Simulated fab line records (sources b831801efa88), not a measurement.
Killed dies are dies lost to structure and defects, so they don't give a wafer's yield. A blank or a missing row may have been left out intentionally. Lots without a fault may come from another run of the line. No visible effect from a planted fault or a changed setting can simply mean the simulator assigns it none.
fab line records + flow sfqLine
record:
- lots: 6
- wafers: 18
- lastDay: 92
route steps=325 shown I3@141 M4@148
lots with no fault: from the same line, run without faults
startH: start of the lot's first displayed wafer, in hours after the record's first day + waitH: time in hours since the lot's previous step + " unchanged from the row above + L1.1+2: one row covering several wafers at once + - either no value or no given start + * or withheld: withheld + < > ~ a bound
route shown NAME@n: a module of which the file shows steps, and the number in the route of the first + usual: mean/standard deviation taken from wafers without a fault + same: alike in all rows + chamber/n: place in a boat + sites: per-site readings + _std_site: standard deviation of those values + _edge_site: mean of outer sites minus mean of inner sites + radiusMm: how far each site lies from the wafer's centre + mask NAME#n: copy n + behind: the tool/chamber that last shaped the wafer + hold: cause of the lot's hold/its duration in hours/its outcome + device: whichever transistor did not switch (one of n, p or np) + end of line: the same wafers' tests at the end of the route + a step with no rows: only its recipe + killed: not the wafer's yield, but the dies lost to structure and defects at the first sort + map: shows each die of a wafer: x if killed, . if not, _ if none is there
set.NAME: the setting that was run; set.NAME@STEP: the one run at that earlier step + model.NAME: the simulator's own value behind a step, which no gauge read
lots at selected steps of the route; one table per step, one row per wafer
services: a tool's chamber out of use, with start hour (startH, from the record's first day; less than 0 if before it), hours out, and reason
== steps ==
step: SFQ_TRILAYER_I3_VIA_LITHO_PEB_088
recipe:
- pebTempC: 115
- pebTimeS: 60
- resist: KrF
step: SFQ_TRILAYER_I3_VIA_LITHO_DEVELOP_087
recipe:
- timeS: 60
- resist: KrF
step: SFQ_I3_OVL_MEAS_923
usual:
- I3_OVL: -3/5.4
| lot.wafer | tool       | chamber | startH  | waitH | I3_OVL[nm] |
|-----------|------------|---------|---------|-------|------------|
| L162.1    | overlay-01 | -       | 894.31  | 0.1   | -5         |
| L162.5    | "          | -       | "       | "     | -8         |
| L162.6    | "          | -       | "       | "     | -4         |
| L170.1    | overlay-01 | -       | 1054.36 | 0.1   | -9         |
| L170.2    | "          | -       | "       | "     | -12        |
| L170.6    | "          | -       | "       | "     | -5         |
| L171.1    | overlay-02 | -       | 1057.96 | 0.1   | 0          |
| L171.4    | "          | -       | "       | "     | -3         |
| L171.6    | "          | -       | "       | "     | 2          |
| L173.1    | overlay-01 | -       | 1090.61 | 0.1   | -9         |
| L173.4    | "          | -       | "       | "     | -10        |
| L173.6    | "          | -       | "       | "     | -9         |
| L180.1    | overlay-01 | -       | 1122.06 | 0.1   | -3         |
| L180.4    | "          | -       | "       | "     | -4         |
| L180.6    | "          | -       | "       | "     | 7          |
| L182.3    | overlay-01 | -       | 1132.87 | 0.1   | -11        |
| L182.4    | "          | -       | "       | "     | -8         |
| L182.5    | "          | -       | "       | "     | -4         |
step: SFQ_TRILAYER_I3_VIA_BARC_OPEN_VIA_ETCH_121
recipe:
- maskMaterial: PR
- chemistry: O2
- targetDepthNm: 125
- target: BARC
- sourceW: 500
- biasW: 80
- pressureMtorr: 30
- timeS: 41.7
step: SFQ_TRILAYER_I3_VIA_ETCH_VIA_ETCH_088
recipe:
- target: SiO2
- stopOn: Nb
- maskMaterial: PR
- taperDeg: 20
- chemistry: CHF3
- targetDepthNm: 260
- sourceW: 500
- biasW: 80
- pressureMtorr: 30
- timeS: withheld
usual:
- drypumpMotorCurrentA: 5.9/0.55
- oesProductAu: 0.854/0.005
| lot.wafer | tool       | chamber | startH  | waitH | drypumpMotorCurrentA | oesProductAu |
|-----------|------------|---------|---------|-------|----------------------|--------------|
| L162.1    | rieDiel-03 | 0       | 894.38  | 0.0   | 6.4                  | 0.855        |
| L162.5    | "          | 3       | "       | "     | 6.7                  | 0.851        |
| L162.6    | "          | 0       | "       | "     | 6.4                  | 0.846        |
| L170.1    | rieDiel-02 | 1       | 1054.44 | 0.0   | 5.8                  | 0.861        |
| L170.2    | "          | 0       | "       | "     | 5.0                  | 0.855        |
| L170.6    | "          | 2       | "       | "     | 6.7                  | 0.848        |
| L171.1    | rieDiel-03 | 0       | 1058.04 | 0.0   | 6.4                  | 0.854        |
| L171.4    | "          | 2       | "       | "     | 5.8                  | 0.847        |
| L171.6    | "          | 3       | "       | "     | 6.7                  | 0.855        |
| L173.1    | rieDiel-03 | 1       | 1090.69 | 0.0   | 5.7                  | 0.851        |
| L173.4    | "          | 0       | "       | "     | 6.4                  | 0.851        |
| L173.6    | "          | 3       | "       | "     | 6.7                  | 0.849        |
| L180.1    | rieDiel-02 | 0       | 1122.14 | 0.0   | 5.0                  | 0.860        |
| L180.4    | "          | 1       | "       | "     | 5.8                  | 0.855        |
| L180.6    | "          | 0       | "       | "     | 5.0                  | 0.861        |
| L182.3    | rieDiel-04 | 3       | 1132.94 | 0.0   | 5.7                  | 0.855        |
| L182.4    | "          | 0       | "       | "     | 5.2                  | 0.861        |
| L182.5    | "          | 3       | "       | "     | 5.7                  | 0.851        |
step: SFQ_TRILAYER_I3_VIA_STRIP_STRIP_089
recipe:
- gas: O2
- powerW: 200
- platenTempC: 40
- overashFraction: 0.65
- chemistry: O2
- pressureMtorr: 50
usual:
- drypumpMotorCurrentA: 5.23/0.28
- oesProductAu: 1.000/0.012
- platenTempC: 40.02/0.1
| lot.wafer | tool        | chamber | startH  | waitH | drypumpMotorCurrentA | oesProductAu | platenTempC | rfHoursCounterH |
|-----------|-------------|---------|---------|-------|----------------------|--------------|-------------|-----------------|
| L162.1    | rieMetal-03 | 1       | 894.50  | -     | 5.52                 | 1.011        | 40.03       | 66              |
| L162.5    | "           | 0       | "       | "     | 5.25                 | 0.992        | 39.93       | -               |
| L162.6    | "           | 1       | "       | "     | 5.51                 | 1.014        | 40.05       | -               |
| L170.1    | rieMetal-03 | 0       | 1054.55 | -     | 5.26                 | 0.992        | 40.06       | 94              |
| L170.2    | "           | 1       | "       | "     | 5.53                 | 1.014        | 40.01       | 86              |
| L170.6    | "           | 1       | "       | "     | 5.53                 | 1.022        | 40.04       | -               |
| L171.1    | rieMetal-02 | 1       | 1058.15 | -     | 4.73                 | 1.008        | 40.16       | 106             |
| L171.4    | "           | 1       | "       | "     | 4.72                 | 1.007        | 40.10       | -               |
| L171.6    | "           | 0       | "       | "     | 5.65                 | 0.985        | 40.31       | -               |
| L173.1    | rieMetal-04 | 0       | 1090.80 | -     | 5.06                 | 1.002        | 40.16       | 4               |
| L173.4    | "           | 1       | "       | "     | 5.30                 | 0.996        | 40.03       | -               |
| L173.6    | "           | 0       | "       | "     | 5.06                 | 0.988        | 40.05       | -               |
| L180.1    | rieMetal-02 | 1       | 1122.25 | -     | 4.66                 | 1.010        | 39.96       | 114             |
| L180.4    | "           | 1       | "       | "     | 4.68                 | 1.017        | 40.02       | -               |
| L180.6    | "           | 0       | "       | "     | 5.67                 | 0.990        | 40.13       | -               |
| L182.3    | rieMetal-02 | 1       | 1133.25 | -     | 4.70                 | 1.009        | 40.11       | -               |
| L182.4    | "           | 0       | "       | "     | 5.65                 | 0.990        | 40.23       | -               |
| L182.5    | "           | 0       | "       | "     | 5.66                 | 0.986        | 40.05       | -               |
step: SFQ_TRILAYER_I3_VIA_STRIP_SOLV_CLEAN_090
recipe:
- chemistry: NMP
- tempC: 70
- timeS: 600
step: SFQ_TRILAYER_M4_DEP_PRE_CLEAN_092
recipe:
- gas: Ar
- timeS: 22.5
- biasV: 250
step: SFQ_TRILAYER_M4_DEP_SPUTTER_091
recipe:
- material: Nb
- basePressurePa: 1.33e-06
- chamberPressurePa: 0.1333
- substrateTempC: 20
- resputterCathodeVoltageV: 400
- targetThkNm: 200
- powerW: 2000
- timeS: 133.3
usual:
- throttleValvePct: 30.1/0.85
| lot.wafer | tool          | chamber | startH  | waitH | throttleValvePct |
|-----------|---------------|---------|---------|-------|------------------|
| L162.1    | pvdSputter-04 | -       | 895.30  | 0.0   | 29.5             |
| L162.5    | "             | -       | "       | "     | 29.6             |
| L162.6    | "             | -       | "       | "     | 31.7             |
| L170.1    | pvdSputter-03 | -       | 1055.35 | 0.0   | 30.3             |
| L170.2    | "             | -       | "       | "     | 31.3             |
| L170.6    | "             | -       | "       | "     | 31.5             |
| L171.1    | pvdSputter-05 | -       | 1058.95 | 0.0   | 29.7             |
| L171.4    | "             | -       | "       | "     | 29.6             |
| L171.6    | "             | -       | "       | "     | 29.0             |
| L173.1    | pvdSputter-04 | -       | 1091.62 | 0.0   | 29.5             |
| L173.4    | "             | -       | "       | "     | 29.7             |
| L173.6    | "             | -       | "       | "     | 29.4             |
| L180.1    | pvdSputter-03 | -       | 1123.05 | 0.0   | 30.3             |
| L180.4    | "             | -       | "       | "     | 29.5             |
| L180.6    | "             | -       | "       | "     | 30.1             |
| L182.3    | pvdSputter-05 | -       | 1133.85 | 0.0   | 29.8             |
| L182.4    | "             | -       | "       | "     | 29.2             |
| L182.5    | "             | -       | "       | "     | 29.3             |
step: SFQ_M4_RS_MEAS_924
recipe:
- thkMeasGauge: four-point-probe
- reads: Nb_of_TRILAYER_M4_DEP_SPUTTER_091
usual:
- M4_NB_RS: 0.891/0.011
| lot.wafer | tool         | chamber | startH  | waitH | M4_NB_RS[ohm/sq] |
|-----------|--------------|---------|---------|-------|------------------|
| L162.1    | filmMetro-02 | -       | 895.39  | 0.0   | 0.894            |
| L162.5    | "            | -       | "       | "     | 0.899            |
| L162.6    | "            | -       | "       | "     | 0.899            |
| L170.1    | filmMetro-02 | -       | 1055.45 | 0.0   | 0.898            |
| L170.2    | "            | -       | "       | "     | 0.907            |
| L170.6    | "            | -       | "       | "     | 0.898            |
| L171.1    | filmMetro-02 | -       | 1059.05 | 0.0   | 0.877            |
| L171.4    | "            | -       | "       | "     | 0.885            |
| L171.6    | "            | -       | "       | "     | 0.867            |
| L173.1    | filmMetro-02 | -       | 1091.71 | 0.0   | 0.889            |
| L173.4    | "            | -       | "       | "     | 0.879            |
| L173.6    | "            | -       | "       | "     | 0.892            |
| L180.1    | filmMetro-02 | -       | 1123.15 | 0.0   | 0.889            |
| L180.4    | "            | -       | "       | "     | 0.884            |
| L180.6    | "            | -       | "       | "     | 0.889            |
| L182.3    | filmMetro-02 | -       | 1133.99 | 0.1   | 0.878            |
| L182.4    | "            | -       | "       | "     | 0.874            |
| L182.5    | "            | -       | "       | "     | 0.871            |
step: SFQ_TRILAYER_M4_LITHO_COAT_098
recipe:
- resist: BARC
- spinRpm: 3000
- resistThkNm: 62
step: SFQ_TRILAYER_M4_LITHO_COAT_093
recipe:
- resist: KrF
- spinRpm: 3000
- resistThkNm: 600
| lot.wafer | tool          | chamber | startH  | waitH | model.KrF_of_TRILAYER_M4_LITHO_COAT_093.thkNm |
|-----------|---------------|---------|---------|-------|-----------------------------------------------|
| L162.1    | lithoTrack-03 | 0       | 895.87  | 0.2   | 602.4                                         |
| L162.5    | "             | 0       | "       | "     | 602.6                                         |
| L162.6    | "             | 0       | "       | "     | 603.3                                         |
| L170.1+2  | lithoTrack-04 | 0       | 1055.93 | 0.2   | 648.1                                         |
| L170.6    | "             | 0       | "       | "     | 650.9                                         |
| L171.1    | lithoTrack-04 | 0       | 1059.53 | 0.2   | 647.8                                         |
| L171.4    | "             | 0       | "       | "     | 648.9                                         |
| L171.6    | "             | 0       | "       | "     | 649.7                                         |
| L173.1    | lithoTrack-03 | 0       | 1092.19 | 0.2   | 601.5                                         |
| L173.4    | "             | 0       | "       | "     | 602.2                                         |
| L173.6    | "             | 0       | "       | "     | 603.1                                         |
| L180.1    | lithoTrack-04 | 0       | 1123.63 | 0.2   | 602.4                                         |
| L180.4    | "             | 0       | "       | "     | 599.4                                         |
| L180.6    | "             | 0       | "       | "     | 599.9                                         |
| L182.3    | lithoTrack-03 | 0       | 1134.53 | 0.2   | 599.3                                         |
| L182.4    | "             | 0       | "       | "     | 602.4                                         |
| L182.5    | "             | 0       | "       | "     | 601.9                                         |
step: SFQ_TRILAYER_M4_LITHO_SOFTBAKE_097
recipe:
- tempC: withheld
- timeS: withheld
- resist: KrF
step: SFQ_TRILAYER_M4_LITHO_EXPOSE_094
recipe:
- maskId: M4
- na: 0.6
- sourceShape: conventional
- sigmaOuter: 0.65
- targetCdNm: 500
- doseMj: 14.4
step: SFQ_TRILAYER_M4_LITHO_PEB_096
recipe:
- pebTempC: 115
- pebTimeS: 60
- resist: KrF
step: SFQ_TRILAYER_M4_LITHO_DEVELOP_095
recipe:
- timeS: 60
- resist: KrF
step: SFQ_M4_OVL_MEAS_926
usual:
- M4_OVL: 4/5.4
| lot.wafer | tool       | chamber | startH  | waitH | M4_OVL[nm] |
|-----------|------------|---------|---------|-------|------------|
| L162.1    | overlay-02 | -       | 1032.76 | 0.1   | 10         |
| L162.5    | "          | -       | "       | "     | 9          |
| L162.6    | "          | -       | "       | "     | 11         |
| L170.1    | overlay-01 | -       | 1057.88 | 0.1   | 6          |
| L170.2    | "          | -       | "       | "     | 3          |
| L170.6    | "          | -       | "       | "     | 11         |
| L171.1    | overlay-02 | -       | 1061.48 | 0.1   | 8          |
| L171.4    | "          | -       | "       | "     | 2          |
| L171.6    | "          | -       | "       | "     | 1          |
| L173.1    | overlay-02 | -       | 1094.14 | 0.1   | 0          |
| L173.4    | "          | -       | "       | "     | 4          |
| L173.6    | "          | -       | "       | "     | 0          |
| L180.1    | overlay-01 | -       | 1125.58 | 0.1   | -9         |
| L180.4    | "          | -       | "       | "     | -3         |
| L180.6    | "          | -       | "       | "     | -2         |
| L182.3    | overlay-01 | -       | 1136.39 | 0.1   | 8          |
| L182.4    | "          | -       | "       | "     | 1          |
| L182.5    | "          | -       | "       | "     | 7          |
step: SFQ_TRILAYER_M4_BARC_OPEN_METAL_ETCH_123
recipe:
- maskMaterial: PR
- chemistry: O2
- targetDepthNm: 125
- target: BARC
- icpW: 600
- biasW: 80
- pressureMtorr: 10
- timeS: 41.7
usual:
- drypumpMotorCurrentA: 5.42/0.23
- oesProductAu: 0.686/0.004
| lot.wafer | tool        | chamber | startH  | waitH | drypumpMotorCurrentA | oesProductAu | rfHoursCounterH |
|-----------|-------------|---------|---------|-------|----------------------|--------------|-----------------|
| L162.1    | rieMetal-04 | 1       | 1032.80 | 0.0   | 5.32                 | 0.681        | 96              |
| L162.5    | "           | 1       | "       | "     | 5.29                 | 0.684        | -               |
| L162.6    | "           | 1       | "       | "     | 5.32                 | 0.684        | -               |
| L170.1    | rieMetal-03 | 1       | 1057.91 | 0.0   | 5.52                 | 0.684        | 87              |
| L170.2    | "           | 0       | "       | "     | 5.29                 | 0.680        | 94              |
| L170.6    | "           | 0       | "       | "     | 5.26                 | 0.685        | -               |
| L171.1    | rieMetal-01 | 1       | 1061.51 | 0.0   | 5.38                 | 0.677        | 48              |
| L171.4    | "           | 0       | "       | "     | 5.81                 | 0.686        | -               |
| L171.6    | "           | 0       | "       | "     | 5.82                 | 0.689        | -               |
| L173.1    | rieMetal-03 | 1       | 1094.18 | 0.0   | 5.53                 | 0.683        | 91              |
| L173.4    | "           | 0       | "       | "     | 5.26                 | 0.681        | -               |
| L173.6    | "           | 1       | "       | "     | 5.52                 | 0.693        | -               |
| L180.1    | rieMetal-01 | 1       | 1125.61 | 0.0   | 5.38                 | 0.692        | 57              |
| L180.4    | "           | 1       | "       | "     | 5.38                 | 0.684        | -               |
| L180.6    | "           | 0       | "       | "     | 5.81                 | 0.690        | -               |
| L182.3    | rieMetal-01 | 1       | 1136.43 | 0.0   | 5.39                 | 0.681        | -               |
| L182.4    | "           | 0       | "       | "     | 5.83                 | 0.684        | -               |
| L182.5    | "           | 1       | "       | "     | 5.39                 | 0.686        | -               |
step: SFQ_TRILAYER_M4_ETCH_METAL_ETCH_096
recipe:
- target: Nb
- stopOn: SiO2
- maskMaterial: PR
- chemistry: Cl2/Ar
- targetDepthNm: 240
- icpW: 600
- biasW: 80
- pressureMtorr: 10
- timeS: 120
usual:
- drypumpMotorCurrentA: 5.42/0.23
- oesProductAu: 0.892/0.0077
| lot.wafer | tool        | chamber | startH  | waitH | drypumpMotorCurrentA | oesProductAu | rfHoursCounterH | model.KrF_of_TRILAYER_M4_LITHO_COAT_093.thkNm |
|-----------|-------------|---------|---------|-------|----------------------|--------------|-----------------|-----------------------------------------------|
| L162.1    | rieMetal-04 | 1       | 1032.92 | 0.1   | 5.32                 | 0.892        | 96              | 388.4                                         |
| L162.5    | "           | 1       | "       | "     | 5.32                 | 0.885        | -               | 387.4                                         |
| L162.6    | "           | 1       | "       | "     | 5.30                 | 0.888        | -               | 389                                           |
| L170.1    | rieMetal-03 | 1       | 1057.97 | 0.0   | 5.51                 | 0.889        | 87              | 424.6                                         |
| L170.2    | "           | 0       | "       | "     | 5.22                 | 0.890        | 94              | 432.7                                         |
| L170.6    | "           | 0       | "       | "     | 5.23                 | 0.895        | -               | 433.9                                         |
| L171.1    | rieMetal-01 | 1       | 1061.57 | 0.0   | 5.38                 | 0.893        | 48              | 425.9                                         |
| L171.4    | "           | 0       | "       | "     | 5.83                 | 0.897        | -               | 434.6                                         |
| L171.6    | "           | 0       | "       | "     | 5.81                 | 0.907        | -               | 433.9                                         |
| L173.1    | rieMetal-03 | 1       | 1094.24 | 0.0   | 5.52                 | 0.892        | 91              | 379.1                                         |
| L173.4    | "           | 0       | "       | "     | 5.23                 | 0.891        | -               | 386.7                                         |
| L173.6    | "           | 1       | "       | "     | 5.52                 | 0.892        | -               | 379.5                                         |
| L180.1    | rieMetal-01 | 1       | 1125.67 | 0.0   | 5.40                 | 0.898        | 57              | 380.1                                         |
| L180.4    | "           | 1       | "       | "     | 5.37                 | 0.895        | -               | 376.5                                         |
| L180.6    | "           | 0       | "       | "     | 5.81                 | 0.894        | -               | 386                                           |
| L182.3    | rieMetal-01 | 1       | 1136.51 | 0.1   | 5.38                 | 0.903        | -               | 375.7                                         |
| L182.4    | "           | 0       | "       | "     | 5.82                 | 0.909        | -               | 388.1                                         |
| L182.5    | "           | 1       | "       | "     | 5.40                 | 0.907        | -               | 378.8                                         |
step: SFQ_TRILAYER_M4_STRIP_STRIP_097
recipe:
- gas: O2
- powerW: 200
- platenTempC: 40
- overashFraction: 0.65
- chemistry: O2
- pressureMtorr: 50
usual:
- drypumpMotorCurrentA: 5.42/0.22
- oesProductAu: 0.999/0.014
- platenTempC: 40.00/0.11
| lot.wafer | tool        | chamber | startH  | waitH | drypumpMotorCurrentA | oesProductAu | platenTempC | rfHoursCounterH |
|-----------|-------------|---------|---------|-------|----------------------|--------------|-------------|-----------------|
| L162.1    | rieMetal-04 | 1       | 1033.17 | 0.2   | 5.28                 | 0.986        | 40.02       | 96              |
| L162.5    | "           | 1       | "       | "     | 5.29                 | 1.001        | 40.09       | -               |
| L162.6    | "           | 1       | "       | "     | 5.31                 | 1.002        | 39.87       | -               |
| L170.1    | rieMetal-03 | 1       | 1058.10 | 0.1   | 5.50                 | 1.024        | 40.02       | 87              |
| L170.2    | "           | 0       | "       | "     | 5.22                 | 1.001        | 39.95       | 94              |
| L170.6    | "           | 0       | "       | "     | 5.24                 | 0.998        | 40.07       | -               |
| L171.1    | rieMetal-01 | 1       | 1061.70 | 0.1   | 5.39                 | 1.004        | 40.10       | 48              |
| L171.4    | "           | 0       | "       | "     | 5.83                 | 0.974        | 39.98       | -               |
| L171.6    | "           | 0       | "       | "     | 5.81                 | 0.989        | 39.88       | -               |
| L173.1    | rieMetal-03 | 1       | 1094.36 | 0.1   | 5.51                 | 1.023        | 39.96       | 91              |
| L173.4    | "           | 0       | "       | "     | 5.20                 | 0.999        | 40.05       | -               |
| L173.6    | "           | 1       | "       | "     | 5.54                 | 1.013        | 39.79       | -               |
| L180.1    | rieMetal-01 | 1       | 1125.80 | 0.1   | 5.39                 | 0.994        | 40.02       | 57              |
| L180.4    | "           | 1       | "       | "     | 5.38                 | 1.006        | 39.98       | -               |
| L180.6    | "           | 0       | "       | "     | 5.87                 | 0.973        | 40.05       | -               |
| L182.3    | rieMetal-01 | 1       | 1136.80 | 0.2   | 5.37                 | 1.016        | 39.94       | -               |
| L182.4    | "           | 0       | "       | "     | 5.83                 | 0.983        | 39.92       | -               |
| L182.5    | "           | 1       | "       | "     | 5.37                 | 1.022        | 39.91       | -               |
== services ==
| tool          | chamber | startH  | hours | kind   |
|---------------|---------|---------|-------|--------|
| rieDiel-02    | 2       | 872.78  | 13.6  | repair |
| rieMetal-02   | -       | 917.96  | 2.8   | pm     |
| pvdSputter-04 | -       | 925.98  | 8.3   | repair |
| rieMetal-04   | 0       | 943.20  | 3.1   | repair |
| rieMetal-02   | -       | 956.39  | 0.5   | repair |
| rieMetal-04   | 0       | 961.39  | 12.6  | repair |
| pvdSputter-03 | -       | 962.28  | 0.6   | repair |
| rieMetal-03   | -       | 975.87  | 0.6   | repair |
| pvdSputter-03 | -       | 982.40  | 11.8  | repair |
| rieDiel-02    | 2       | 1015.30 | 6.9   | repair |
| pvdSputter-05 | -       | 1028.88 | 9.4   | repair |
| rieMetal-02   | -       | 1034.25 | 0.5   | repair |
| pvdSputter-05 | -       | 1037.05 | 3.0   | repair |
| rieMetal-04   | -       | 1049.93 | 2.8   | pm     |
| rieMetal-03   | -       | 1061.18 | 10.0  | pm     |
| rieDiel-03    | 3       | 1068.09 | 12.8  | repair |
| rieMetal-01   | -       | 1070.39 | 0.4   | repair |
| pvdSputter-03 | -       | 1070.57 | 3.9   | repair |
| pvdSputter-04 | -       | 1071.56 | 8.6   | repair |
| rieDiel-02    | 0       | 1083.68 | 3.8   | repair |
| rieMetal-02   | -       | 1111.40 | 1.2   | repair |
| rieMetal-03   | 1       | 1113.11 | 1.7   | repair |
| rieMetal-01   | -       | 1118.34 | 0.5   | repair |
| rieMetal-01   | 0       | 1132.91 | 2.0   | repair |
== key ==
firstSign none at tools or gauges
modelEffect:
- step: SFQ_TRILAYER_M4_LITHO_COAT_093
- value: KrF_of_TRILAYER_M4_LITHO_COAT_093.thkNm
- without: 600.4
- struck: 648.9
modelEffect:
- step: SFQ_TRILAYER_M4_ETCH_METAL_ETCH_096
- value: KrF_of_TRILAYER_M4_LITHO_COAT_093.thkNm
- without: 382.5
- struck: 430.9
metAt SFQ_TRILAYER_M4_LITHO_COAT_093
struckWafers L170.1,L170.2,L170.6,L171.1,L171.4,L171.6
fault:
- kind: processParameterDrift
- tool: lithoTrack-04
- chamber: -
- onsetH: 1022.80
- steps: SFQ_TRILAYER_M4_LITHO_COAT_093
- channel: resistThkNm
- offset: 48.459
- shape: step
- endH: 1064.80
- actsIn: theseRecipesOnly
- stated: 600
